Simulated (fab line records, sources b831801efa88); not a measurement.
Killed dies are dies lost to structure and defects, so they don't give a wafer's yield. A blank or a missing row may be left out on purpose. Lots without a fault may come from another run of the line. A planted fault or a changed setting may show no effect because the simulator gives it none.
A struck lot beside a sound one | flow sfq_line | 21 steps out of a route of 325
Sound: wafers L828.1, L828.3, L828.5. Struck: wafers L825.2, L825.3, L825.5. The cause comes at the end.
At each step with rows: each side's tool, then ch and its chambers, then its first start. Under that, the readings that differ: sound wafers | struck wafers | difference of the means | sigmas: that difference in standard deviations of wafers without a fault.
alike: readings whose means differ by less than 2 such deviations, and words and numbers that are the same on both sides. not compared: withheld readings, readings that some wafer has no value for, bounds like >300 that may hide the same value, and numbers for which the record gives no deviation and whose values overlap.
The two part at a step that has a row with sigmas, a row that says differs or no value, or rows on one side only. Numbers that don't overlap but have no deviation are shown without sigmas and don't part them. A reading that every wafer of one side lacks parts them only if that side has two wafers or more.

first, 2 steps without rows for these wafers: SFQ_TRILAYER_M6_LITHO_PEB_162 (peb time 60 s); SFQ_TRILAYER_M6_LITHO_DEVELOP_161 (time 60 s).
SFQ_M6_OVL_MEAS_940:
  sound on overlay-02, day 77 20:28; struck on overlay-01, day 76 18:04
  alike: M6_OVL
SFQ_TRILAYER_M6_BARC_OPEN_METAL_ETCH_206: etches BARC in O2, target depth 125 nm, time 41.7 s.
  sound on rie_metal-03 ch 0,1, day 77 20:30; struck on rie_metal-01 ch 0,1, day 76 18:06
  alike: drypump_motor_current_A, oes_product_au
  not compared: rf_hours_counter_h
SFQ_TRILAYER_M6_ETCH_METAL_ETCH_162: etches Nb in Cl2/Ar, stops on SiO2, target depth 240 nm, time 120 s.
  sound on rie_metal-03 ch 0,1, day 77 20:34; struck on rie_metal-01 ch 0,1, day 76 18:11
  alike: drypump_motor_current_A, oes_product_au
  not compared: rf_hours_counter_h
then, 4 steps without rows for these wafers: SFQ_TRILAYER_M6_STRIP_STRIP_163 (strips in O2); SFQ_TRILAYER_M6_STRIP_SOLV_CLEAN_164 (cleans in NMP, time 600 s); SFQ_TRILAYER_I6_DEP_PECVD_165 (deposits SiO2 from SiH4/N2O, time 111.11 s, target thk 500 nm); SFQ_TRILAYER_I6_CMP_CMP_166 (polishes SiO2).
SFQ_I6_BOW_MEAS_941:
  sound on film_metro-02, day 78 02:16; struck on film_metro-02, day 77 05:17
  alike: I6_BOW
SFQ_TRILAYER_I6_METRO_MEASURE_167:
  sound on film_metro-02, day 78 02:23; struck on film_metro-02, day 77 05:35
  alike: thk_nm
then, 1 step without rows for these wafers: SFQ_TRILAYER_I6_VIA_LITHO_COAT_174 (resist thk 62 nm).
SFQ_TRILAYER_I6_VIA_LITHO_COAT_169: resist thk 650 nm.
  sound on litho_track-01 ch 0, day 78 03:53; struck on litho_track-04 ch 0, day 77 06:56
  reading                                                 | sound                | struck               | difference | sigmas
  spin_speed_rpm (rpm)                                    | 2999.6 3000.8 2999.0 | 2691.6 2696.2 2697.3 | -304.8     | -99 or more
  model.KrF_of_TRILAYER_I6_VIA_LITHO_COAT_169.thk_nm (nm) | 648 648.2 648.4      | 687.6 685.2 687.5    | +38.6      |
  alike: chill_plate_temp_C
then, 4 steps without rows for these wafers: SFQ_TRILAYER_I6_VIA_LITHO_SOFTBAKE_173; SFQ_TRILAYER_I6_VIA_LITHO_EXPOSE_170 (exposes mask I6, target cd 700 nm); SFQ_TRILAYER_I6_VIA_LITHO_PEB_172 (peb time 60 s); SFQ_TRILAYER_I6_VIA_LITHO_DEVELOP_171 (time 60 s).
-- the record jumps here: 3 days lie between the struck wafers' starts before and after --
SFQ_I6_OVL_MEAS_942:
  sound on overlay-02, day 81 17:51; struck on overlay-01, day 80 17:44
  alike: I6_OVL
SFQ_TRILAYER_I6_VIA_BARC_OPEN_VIA_ETCH_235: etches BARC in O2, target depth 125 nm, time 41.7 s.
  sound on rie_diel-03 ch 0,2, day 81 17:53; struck on rie_diel-01 ch 0,1,3, day 80 17:46
  alike: drypump_motor_current_A, oes_product_au
  not compared: rf_hours_counter_h
SFQ_TRILAYER_I6_VIA_ETCH_VIA_ETCH_172: etches SiO2 in CHF3, stops on Nb, target depth 260 nm.
  sound on rie_diel-03 ch 0,2, day 81 17:56; struck on rie_diel-01 ch 0,1,3, day 80 17:49
  reading                                                 | sound             | struck            | difference | sigmas
  model.KrF_of_TRILAYER_I6_VIA_LITHO_COAT_169.thk_nm (nm) | 526.8 528.8 526.9 | 568.9 562.8 565.4 | +38.2      |
  alike: drypump_motor_current_A, oes_product_au
SFQ_TRILAYER_I6_VIA_STRIP_STRIP_173: strips in O2.
  sound on rie_metal-04 ch 1, day 81 18:02; struck on rie_metal-03 ch 1, day 80 17:55
  reading               | sound             | struck            | difference | sigmas
  oes_product_au (a.u.) | 1.014 1.011 1.012 | 0.983 0.977 0.972 | -0.035     | -3
  alike: drypump_motor_current_A
  not compared: rf_hours_counter_h

WHERE THEY PART
First at SFQ_TRILAYER_I6_VIA_LITHO_COAT_169; last, within this record, at SFQ_TRILAYER_I6_VIA_STRIP_STRIP_173.

WHY: what the simulator had put in
Process parameter drift: litho_track-04, from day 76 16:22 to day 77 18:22, at SFQ_TRILAYER_I6_VIA_LITHO_COAT_169. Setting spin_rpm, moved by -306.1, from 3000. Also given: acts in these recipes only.
